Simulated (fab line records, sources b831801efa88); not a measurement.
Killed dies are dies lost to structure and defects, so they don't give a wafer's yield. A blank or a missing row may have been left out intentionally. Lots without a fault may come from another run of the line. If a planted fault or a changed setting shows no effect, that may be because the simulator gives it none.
Which of the tools did it? + flow sky130 + 10 lots, 30 wafers sampled, at 2 steps of a route of 708

WHAT EACH GAUGE READ, for each wafer
SKY_VIA1_RS_MEAS_22: a four-point-probe measurement.
| lot  | measured     | on            | VIA1_W_RS (ohm/sq) |
|------|--------------|---------------|--------------------|
| L549 | day 35 10:39 | film metro-03 | 0.419 0.417 0.420  |
| L551 | day 35 16:38 | film metro-03 | 0.420 0.425 0.421  |
| L552 | day 36 08:22 | film metro-01 | 0.434 0.435 0.431  |
| L560 | day 38 03:30 | film metro-04 | 0.276 0.432 0.431  |
| L562 | day 38 23:02 | film metro-04 | 0.439 0.436 0.434  |
| L563 | day 38 23:41 | film metro-01 | 0.435 0.430 0.433  |
| L564 | day 39 15:05 | film metro-01 | 0.433 0.434 0.433  |
| L566 | day 40 03:21 | film metro-01 | 0.432 0.429 0.431  |
| L568 | day 40 14:04 | film metro-04 | 0.433 0.434 0.433  |
| L570 | day 40 23:31 | film metro-04 | 0.440 0.435 0.436  |

WHICH TOOL RAN EACH LOT (tool, then ch and the chambers of the sampled wafers, then the start)
| lot  | SKY_VIA1_CVD_21               |
|------|-------------------------------|
| L549 | cvd w-01 ch 0,1, day 35 10:34 |
| L551 | cvd w-01 ch 0, day 35 16:28   |
| L552 | cvd w-02 ch 0,1, day 36 08:16 |
| L560 | cvd w-01 ch 0,1, day 38 03:25 |
| L562 | cvd w-02 ch 0,1, day 38 22:56 |
| L563 | cvd w-02 ch 0,1, day 38 23:35 |
| L564 | cvd w-02 ch 1, day 39 14:59   |
| L566 | cvd w-02 ch 0,1, day 40 03:16 |
| L568 | cvd w-02 ch 0,1, day 40 13:58 |
| L570 | cvd w-02 ch 0,1, day 40 23:26 |
- SKY_VIA1_CVD_21: deposits W, target thk 270 nm, time 80.902 s.

THE ANSWER, worked out from the rows above alone
Rule: the lots themselves supply what counts as usual. Put in order of their means at a reading, lots are off if they are a third of the lots or fewer, leave a main group of 4 or more, and stand apart from it by a gap of 3 or more times the standard deviation of the main group's means; of several such gaps the widest counts. A main group whose means are all the same, to the digits that the tables above print for the reading, isn't used. A lot without any number at a reading at which 4 lots or more have one is off too. Where the step has rows for the other lots, those lots are counted as sound.
Off: L560, at SKY_VIA1_RS_MEAS_22 (VIA1_W_RS). The main group: mean 0.431 ohm/sq, standard deviation 0.0059.
A tool fits if, at a process step before that reading, it ran every lot that is off, and no sound lot after the first of them. The gauges at SKY_VIA1_RS_MEAS_22 are tried like those tools. One fits: cvd w-01 at SKY_VIA1_CVD_21. Its last sound lot is L551 (day 35 16:28), its first lot that is off L560 (day 38 03:25): a fault that began between those two fits.

WHAT THE SIMULATOR PUT IN
cvd w-01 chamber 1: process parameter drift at SKY_VIA1_CVD_21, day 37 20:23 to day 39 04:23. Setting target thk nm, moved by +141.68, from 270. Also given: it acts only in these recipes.
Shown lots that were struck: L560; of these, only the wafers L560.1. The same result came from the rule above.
